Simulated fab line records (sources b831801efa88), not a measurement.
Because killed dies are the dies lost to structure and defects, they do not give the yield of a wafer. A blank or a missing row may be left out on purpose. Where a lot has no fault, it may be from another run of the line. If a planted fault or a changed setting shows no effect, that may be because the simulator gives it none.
Which tool was responsible? | flow sky130 | 12 lots, 36 wafers sampled, at 3 steps of a route of 708

WHAT THE GAUGES READ, wafer by wafer
SKY_VIA4_THK_MEAS_01. Usual: VIA4_HDPCVD_THK typically reads 1776 nm, with standard deviation 16.
lot  | measured     | on            | VIA4_HDPCVD_THK (nm) | flag
L216 | day 43 00:46 | film metro-02 | 1782 1790 1790       |
L219 | day 43 07:39 | film metro-03 | 1769 1774 1763       |
L220 | day 43 15:32 | film metro-02 | 1762 1768 1783       |
L222 | day 43 19:31 | film metro-01 | 1769 1784 1771       |
L223 | day 44 09:12 | film metro-02 | 1782 1765 1769       |
L224 | day 44 11:16 | film metro-02 | 1816 1788 1768       |
L225 | day 44 18:09 | film metro-03 | 1799 1772 1744       |
L227 | day 45 09:24 | film metro-02 | 1790 1791 1798       |
L228 | day 45 17:13 | film metro-01 | 1791 1812 1808       |
L231 | day 46 22:20 | film metro-02 | 1789 1787 1814       |
L237 | day 47 14:31 | film metro-02 | 1758 1753 1782       |
L238 | day 47 15:49 | film metro-02 | 1743 1757 1743       |

EACH LOT AND THE TOOL THAT RAN IT (in order: tool; ch and the chambers of the sampled wafers; start)
lot  | SKY_METAL2_SPUTTER_04        | SKY_METAL3_STRIP_19
L216 | pvd sputter-01, day 35 11:17 | plasma asher-04 ch 0,1, day 39 20:50
L219 | pvd sputter-04, day 35 18:27 | plasma asher-02 ch 0,1, day 40 03:23
L220 | pvd sputter-04, day 36 03:19 | plasma asher-04 ch 0,1, day 40 11:35
L222 | pvd sputter-03, day 36 10:34 | plasma asher-03 ch 0,1, day 40 17:47
L223 | pvd sputter-01, day 36 23:37 | plasma asher-03 ch 0,1, day 41 05:32
L224 | pvd sputter-03, day 37 03:10 | plasma asher-04 ch 0,1, day 41 09:05
L225 | pvd sputter-03, day 37 06:55 | plasma asher-02 ch 0,1, day 41 14:29
L227 | pvd sputter-04, day 38 02:46 | plasma asher-02 ch 1, day 42 07:56
L228 | pvd sputter-01, day 38 09:08 | plasma asher-02 ch 0,1, day 42 15:32
L231 | pvd sputter-03, day 39 19:31 | plasma asher-04 ch 0,1, day 43 23:43
L237 | pvd sputter-04, day 40 14:33 | plasma asher-04 ch 0,1, day 44 17:35
L238 | pvd sputter-01, day 40 16:53 | plasma asher-04 ch 0,1, day 44 18:46
- SKY_METAL2_SPUTTER_04: material TiN, target thk 70 nm, time 58.3 s.
- SKY_METAL3_STRIP_19: strips in O2/N2.

WHAT THE TOOLS THEMSELVES READ (means of the sampled wafers that have a number; where no wafer has one, the mark that the record gives instead)
SKY_METAL2_SPUTTER_04. Usual: chamber pressure pa 0.3998 Pa, standard deviation 0.00093; throttle valve pct 30.5 %, standard deviation 0.72.
lot  | tool           | chamber pressure pa (Pa) | throttle valve pct (%) | flag
L216 | pvd sputter-01 | 0.4001                   | 30.7                   |
L219 | pvd sputter-04 | 0.4011                   | 31.1                   |
L220 | pvd sputter-04 | 0.3989                   | 30.3                   |
L222 | pvd sputter-03 | 0.3993                   | 30.4                   |
L223 | pvd sputter-01 | 0.3993                   | 30.3                   |
L224 | pvd sputter-03 | 0.4002                   | 30.3                   |
L225 | pvd sputter-03 | 0.4003                   | 30.6                   |
L227 | pvd sputter-04 | 0.3987                   | 30.1                   |
L228 | pvd sputter-01 | 0.4002                   | 30.5                   |
L231 | pvd sputter-03 | 0.4004                   | 30.9                   |
L237 | pvd sputter-04 | 0.3993                   | 30.1                   |
L238 | pvd sputter-01 | 0.4004                   | 30.0                   |

SKY_METAL3_STRIP_19. Usual: drypump motor current A 5.6 A, standard deviation 0.47; oes product au 0.502 a.u., standard deviation 0.0056; strip time to endpoint s 6.51 s, standard deviation 0.064.
lot  | tool            | drypump motor current A (A) | oes product au (a.u.) | strip time to endpoint s (s) | flag
L216 | plasma asher-04 | 5.3                         | 0.498                 | 6.47                         |
L219 | plasma asher-02 | 5.9                         | 0.505                 | 6.53                         |
L220 | plasma asher-04 | 5.3                         | 0.501                 | 6.46                         |
L222 | plasma asher-03 | 5.4                         | 0.508                 | 6.59                         |
L223 | plasma asher-03 | 5.3                         | 0.504                 | 6.48                         |
L224 | plasma asher-04 | 5.7                         | 0.507                 | 6.53                         |
L225 | plasma asher-02 | 5.9                         | 0.504                 | 6.60                         |
L227 | plasma asher-02 | 6.1                         | 0.504                 | 6.55                         |
L228 | plasma asher-02 | 6.0                         | 0.507                 | 6.52                         |
L231 | plasma asher-04 | 5.7                         | 0.499                 | 6.52                         |
L237 | plasma asher-04 | 5.7                         | 0.499                 | 6.40                         |
L238 | plasma asher-04 | 5.3                         | 0.499                 | 6.52                         |

THE ANSWER, worked out from the rows above alone
Rule: lot off if the mean of its wafers having a number is beyond 3 standard deviations from the usual mean. Also off: a lot with no number at a reading for which 4 or more lots have one. Where the step has rows for the other lots, those lots are counted as sound. The gauges are gone through in route order, then the tools' own readings, and for those a lot's mean is taken as printed above. At the first step where some lot is off, the reading lying furthest off is the one used; lots without a number count as furthest.
Across all readings shown, no lot is off: no conclusion can be drawn from this.

WHAT WAS PUT IN BY THE SIMULATOR
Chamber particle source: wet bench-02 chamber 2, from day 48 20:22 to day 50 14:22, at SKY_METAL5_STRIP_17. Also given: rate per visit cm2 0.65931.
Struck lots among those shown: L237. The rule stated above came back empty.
